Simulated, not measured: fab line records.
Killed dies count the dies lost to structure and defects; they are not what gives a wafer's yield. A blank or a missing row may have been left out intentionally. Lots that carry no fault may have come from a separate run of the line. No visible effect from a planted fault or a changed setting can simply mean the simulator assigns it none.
The same fault as seen by 2 desks / flow sky130 / each desk holds nothing but its own numbers, with what lay behind them at the end

## FOR THE TOOL OWNER'S DESK: cvd_w-01
The tool's own readings at SKY_LI_CONTACT_CVD_21 (deposits W, target thk 400 nm, time 120.56 s): means of the sampled wafers that have a number, for each lot that ran on this tool. Any lot whose mean is over 4 standard deviations away from the usual mean is out of limits and marked OUT; that distance is given in the brackets.
Columns: A = heater_power_w at SKY_LI_CONTACT_CVD_21, usual 856 W
lot=L312; first seen here=day 28 22:35; A=861
lot=L315; first seen here=day 30 03:07; A=865
lot=L320; first seen here=day 32 03:02; A=887
lot=L321; first seen here=day 32 14:14; A=877
lot=L326; first seen here=day 33 22:54; A=889
This desk's verdict: no lot among the 5 shows anything out of limits.

## THE METROLOGY DESK
What the gauges read, lot by lot, whatever tool the lot ran on: means of the sampled wafers that have a number. Any lot whose mean is over 4 standard deviations away from the usual mean is out of limits and marked OUT; that distance is given in the brackets.
Columns: A = SD_N_OVL at SKY_SD_N_OVL_MEAS_08, usual 0.6 nm; B = SD_P_RS at SKY_SD_N_RS_MEAS_17, usual 147.2 ohm/sq; C = LI_CONTACT_OVL at SKY_LI_CONTACT_OVL_MEAS_13, usual -3 nm; D = LI_CONTACT_W_RS at SKY_LI_CONTACT_RS_MEAS_22, usual 0.2850 ohm/sq; E = LI_CONTACT_W_THK at SKY_LI_CONTACT_THK_MEAS_23, usual 412 nm
lot=L312; first seen here=day 27 14:46; A=-1.9; B=147.6; C=-5; D=0.2860; E=406
lot=L313; first seen here=day 28 10:52; A=-2.0; B=147.1; C=-4; D=0.2833; E=415
lot=L314; first seen here=day 28 14:48; A=1.0; B=147.7; C=-7; D=0.2831; E=408
lot=L315; first seen here=day 28 21:15; A=2.1; B=147.3; C=-9; D=0.2837; E=421
lot=L318; first seen here=day 29 21:56; A=-0.2; B=146.9; C=-6; D=0.2851; E=409
lot=L320; first seen here=day 30 22:02; A=0.7; B=147.7; C=-0; D=0.2856; E=419
lot=L321; first seen here=day 31 08:32; A=-0.6; B=147.0; C=0; D=0.2926; E=407
lot=L322; first seen here=day 31 08:49; A=1.2; B=147.2; C=-0; D=0.2830; E=415
lot=L326; first seen here=day 32 17:59; A=0.2; B=147.3; C=-4; D=0.2966 (+4.5) OUT; E=395
lot=L330; first seen here=day 34 01:35; A=0.1; B=147.5; C=-3; D=0.2845; E=413
lot=L331; first seen here=day 34 04:24; A=2.7; B=147.0; C=-6; D=0.2821; E=412
lot=L332; first seen here=day 35 09:30; A=-1.3; B=147.2; C=-1; D=0.2867; E=407
lot=L335; first seen here=day 35 22:17; A=0.0; B=146.8; C=-5; D=0.2809; E=416
This desk reports L326 out of limits; the earliest was L326 at day 33 23:02 (LI_CONTACT_W_RS at SKY_LI_CONTACT_RS_MEAS_22). In limits: L312, L313, L314, L315, L318, L320, L321, L322, L330, L331, L332, L335.

## BROUGHT TOGETHER
L326 would have let the metrology desk raise an alarm at day 33 23:02.
The tool owner's desk saw nothing out of limits.
The tool owner's desk has L326 on record, within its limits.
All the named lots went through SKY_LI_CONTACT_CVD_21 on cvd_w-01.

## WHAT HAD BEEN PUT IN BY THE SIMULATOR
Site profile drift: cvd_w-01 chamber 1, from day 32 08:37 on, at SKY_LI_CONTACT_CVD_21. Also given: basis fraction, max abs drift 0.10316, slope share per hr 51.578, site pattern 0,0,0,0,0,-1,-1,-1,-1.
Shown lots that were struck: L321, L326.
Time in hours between the start of the fault and the first out-of-limits reading at each desk: metrology desk, 38.
